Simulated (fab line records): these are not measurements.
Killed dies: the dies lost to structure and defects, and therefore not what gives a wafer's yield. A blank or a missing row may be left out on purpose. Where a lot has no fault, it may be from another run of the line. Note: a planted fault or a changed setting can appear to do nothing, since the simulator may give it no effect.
Struck lot and sound lot, side by side || flow sfqLine || 25 steps out of a route of 325
Sound: these wafers, L617.4, L617.5, L617.6. Struck: wafer L631.1 (left out: L631.2, L631.6 of the same lot, which were not struck); the cause appears at the end.
For every step that has rows: the tool of each side, followed by ch and its chambers, followed by its first start. Under that, the readings that differ: sound wafers || struck wafers || difference of the means || sigmas: that difference in standard deviations of wafers without a fault.
alike: readings with means less than 2 such deviations apart, plus words and numbers identical on both sides. not compared: withheld readings, readings lacking a value on some wafer, bounds such as >300 that could conceal the same value, and numbers that have no deviation in the record and whose values overlap.
A row with sigmas, a row that says differs or no value, or rows on one side alone: a step with any of these is where the two part. When numbers do not overlap yet have no deviation, they are printed without sigmas and do not part them. A reading that every wafer of one side lacks parts them only if that side has two wafers or more.

first, 6 steps without rows for these wafers: SFQ_TRILAYER_M7_LITHO_COAT_182 (resist thk 62 nm); SFQ_TRILAYER_M7_LITHO_COAT_177 (resist thk 600 nm); SFQ_TRILAYER_M7_LITHO_SOFTBAKE_181; SFQ_TRILAYER_M7_LITHO_EXPOSE_178 (exposes mask M7, target cd 500 nm); SFQ_TRILAYER_M7_LITHO_PEB_180 (peb time 60 s); SFQ_TRILAYER_M7_LITHO_DEVELOP_179 (time 60 s).
SFQ_M7_OVL_MEAS_945:
  sound: overlay-02 at day 83 06:11; struck: overlay-02 at day 87 09:49
  alike: M7_OVL
SFQ_TRILAYER_M7_BARC_OPEN_METAL_ETCH_229: etches BARC in O2, target depth 125 nm, time 41.7 s.
  sound on rieMetal-03 ch 0,1, day 83 06:14; struck on rieMetal-03 ch 1, day 87 09:51
{"reading": "rfHoursCounterH (h)", "sound": "- - -", "struck": 94, "difference": "no value on the sound wafers", "sigmas": ""}
  alike: drypumpMotorCurrentA, oesProductAu
SFQ_TRILAYER_M7_ETCH_METAL_ETCH_180: etches Nb in Cl2/Ar, stops on SiO2, target depth 240 nm, time 120 s.
  sound on rieMetal-03 ch 0,1, day 83 06:19; struck on rieMetal-03 ch 1, day 87 09:55
{"reading": "rfHoursCounterH (h)", "sound": "- - -", "struck": 94, "difference": "no value on the sound wafers", "sigmas": ""}
  alike: drypumpMotorCurrentA, oesProductAu
SFQ_TRILAYER_M7_STRIP_STRIP_181: strips in O2.
  sound on rieMetal-03 ch 0,1, day 83 06:36; struck on rieMetal-03 ch 1, day 87 10:02
{"reading": "rfHoursCounterH (h)", "sound": "- - -", "struck": 95, "difference": "no value on the sound wafers", "sigmas": ""}
  alike: drypumpMotorCurrentA, oesProductAu
then, 1 step without rows for these wafers: SFQ_TRILAYER_M7_STRIP_SOLV_CLEAN_182 (cleans in NMP, time 600 s).
SFQ_TRILAYER_I7_DEP_PECVD_183: deposits SiO2 from SiH4/N2O, time 111.11 s, target thk 500 nm.
  sound on pecvd-03 ch 0,1,2, day 83 07:13; struck on pecvd-04 ch 2, day 87 10:49
  alike: heaterPowerW, throttleValvePct
SFQ_TRILAYER_I7_CMP_CMP_184: polishes SiO2.
  sound on cmp-02 ch 0,3, day 83 07:46; struck on cmp-01 ch 0, day 87 13:26
{"reading": "timeToEndpointS (s)", "sound": "214 217 213", "struck": 198, "difference": -17, "sigmas": -2}
{"reading": "model.SiO2_of_TRILAYER_I7_DEP_PECVD_183.thkNm (nm)", "sound": "199.2 198.6 198.1", "struck": 220.5, "difference": "+21.9", "sigmas": ""}
  alike: motorCurrentA, slurryFlowMlMin
SFQ_I7_BOW_MEAS_946:
  sound: filmMetro-03 at day 83 10:19; struck: filmMetro-02 at day 87 16:26
{"reading": "I7_BOW (um)", "sound": "11 7 7", "struck": 41, "difference": "+33", "sigmas": "+3"}
SFQ_TRILAYER_I7_METRO_MEASURE_185:
  sound: filmMetro-03 at day 83 10:59; struck: filmMetro-02 at day 87 16:34
{"reading": "thkNm (nm)", "sound": "199.1 198.7 198.0", "struck": 220.4, "difference": "+21.8", "sigmas": "+23"}
then, 6 steps without rows for these wafers: SFQ_TRILAYER_I7_VIA_LITHO_COAT_192 (resist thk 62 nm); SFQ_TRILAYER_I7_VIA_LITHO_COAT_187 (resist thk 650 nm); SFQ_TRILAYER_I7_VIA_LITHO_SOFTBAKE_191; SFQ_TRILAYER_I7_VIA_LITHO_EXPOSE_188 (exposes mask I7, target cd 1000 nm); SFQ_TRILAYER_I7_VIA_LITHO_PEB_190 (peb time 60 s); SFQ_TRILAYER_I7_VIA_LITHO_DEVELOP_189 (time 60 s).
SFQ_I7_OVL_MEAS_947:
  sound: overlay-02 at day 83 14:53; struck: overlay-01 at day 87 20:01
  alike: I7_OVL
SFQ_TRILAYER_I7_VIA_BARC_OPEN_VIA_ETCH_260: etches BARC in O2, target depth 125 nm, time 41.7 s.
  sound on rieDiel-01 ch 1,2, day 83 14:55; struck on rieDiel-04 ch 0, day 87 20:03
  alike: drypumpMotorCurrentA, oesProductAu
  not compared: rfHoursCounterH
SFQ_TRILAYER_I7_VIA_ETCH_VIA_ETCH_190: etches SiO2 in CHF3, stops on Nb, target depth 260 nm.
  sound on rieDiel-01 ch 1,2, day 83 14:57; struck on rieDiel-04 ch 0, day 87 20:05
{"reading": "oesProductAu (a.u.)", "sound": "0.860 0.856 0.846", "struck": 0.907, "difference": "+0.053", "sigmas": "+10"}
{"reading": "model.I7.featureDepthNm (nm)", "sound": "199.2 198.6 198.1", "struck": 220.5, "difference": "+21.9", "sigmas": ""}
{"reading": "model.etch.depthNm (nm)", "sound": "199.2 198.6 198.1", "struck": 220.5, "difference": "+21.9", "sigmas": ""}
  alike: drypumpMotorCurrentA
then, 1 step without rows for these wafers: SFQ_TRILAYER_I7_VIA_STRIP_STRIP_191 (strips in O2).

== WHERE THEY PART ==
At SFQ_TRILAYER_M7_BARC_OPEN_METAL_ETCH_229 first; at SFQ_TRILAYER_I7_VIA_ETCH_VIA_ETCH_190 last (within this record only).

WHY: what had been put in by the simulator
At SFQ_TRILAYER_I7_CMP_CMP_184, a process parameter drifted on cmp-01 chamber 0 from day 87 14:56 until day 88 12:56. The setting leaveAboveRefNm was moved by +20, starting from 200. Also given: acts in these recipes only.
